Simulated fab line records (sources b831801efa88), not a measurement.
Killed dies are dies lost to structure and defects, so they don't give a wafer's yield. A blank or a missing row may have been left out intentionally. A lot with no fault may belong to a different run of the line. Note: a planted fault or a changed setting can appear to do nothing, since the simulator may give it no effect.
One fault seen from 2 desks / flow sky130 / numbers are kept per desk, each desk with only its own; the story behind them comes last

== THE TOOL OWNER'S DESK: cvd w-01 ==
The tool's own readings at SKY_LI_CONTACT_CVD_21 (deposits W, target thk 400 nm, time 120.56 s): means of the sampled wafers that have a number, for each lot that ran on this tool. If a lot's mean is further than 4 standard deviations from the usual mean, the lot is out of limits and carries the mark OUT (the distance appears in the brackets).
Columns: A = heater power w at SKY_LI_CONTACT_CVD_21, usual 824 W
lot=L416; first seen here=day 29 09:16; A=843
lot=L417; first seen here=day 29 18:59; A=831
lot=L421; first seen here=day 30 23:10; A=828
lot=L422; first seen here=day 31 07:55; A=880
lot=L423; first seen here=day 31 16:11; A=852
lot=L424; first seen here=day 32 04:26; A=830
lot=L430; first seen here=day 33 22:05; A=852
lot=L431; first seen here=day 34 06:59; A=849
lot=L439; first seen here=day 36 22:49; A=868
This desk's verdict: no lot among the 9 shows anything out of limits.

== FROM THE METROLOGY DESK ==
What the gauges read for every lot (on any tool): the sampled wafers with a number, averaged. If a lot's mean is further than 4 standard deviations from the usual mean, the lot is out of limits and carries the mark OUT (the distance appears in the brackets).
Columns: A = LI_CONTACT_W_RS at SKY_LI_CONTACT_RS_MEAS_22, usual 0.286 ohm/sq; B = LI_CONTACT_W_THK at SKY_LI_CONTACT_THK_MEAS_23, usual 400 nm; C = CONTACT_BOW at SKY_CONTACT_BOW_MEAS_05, usual 81 um
lot=L416; first seen here=day 29 09:23; A=0.285; B=407; C=86
lot=L417; first seen here=day 29 19:07; A=0.286; B=398; C=82
lot=L421; first seen here=day 30 23:18; A=0.288; B=389; C=81
lot=L422; first seen here=day 31 08:02; A=0.288; B=390; C=76
lot=L423; first seen here=day 31 16:19; A=0.287; B=397; C=79
lot=L424; first seen here=day 32 04:33; A=0.288; B=397; C=82
lot=L430; first seen here=day 33 22:12; A=0.346 (+11) OUT; B=359 (-4.4) OUT; C=86
lot=L431; first seen here=day 34 07:08; A=0.339 (+9.4) OUT; B=356 (-4.7) OUT; C=82
lot=L435; first seen here=day 35 11:09; A=0.283; B=404; C=84
lot=L438; first seen here=day 36 06:58; A=0.281; B=411; C=82
lot=L439; first seen here=day 36 22:58; A=0.291; B=392; C=88
This desk finds L430, L431 out of limits, with the earliest case on L430 at day 33 22:12 (LI_CONTACT_W_RS at SKY_LI_CONTACT_RS_MEAS_22). In limits: L416, L417, L421, L422, L423, L424, L435, L438, L439.

== ALL TOGETHER ==
At day 33 22:12 the metrology desk could have sounded an alarm, on L430, L431.
Nothing out of limits was seen by the tool owner's desk.
Tool owner's desk: L430, L431 on record, inside its limits.
Every lot named ran SKY_LI_CONTACT_CVD_21 on cvd w-01.

== WHAT THE SIMULATOR HAD INSERTED ==
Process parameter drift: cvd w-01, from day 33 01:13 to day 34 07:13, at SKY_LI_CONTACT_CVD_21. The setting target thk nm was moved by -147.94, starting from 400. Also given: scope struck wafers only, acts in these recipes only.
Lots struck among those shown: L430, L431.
Delay in hours, fault start to first out-of-limits reading, per desk: metrology desk 21.
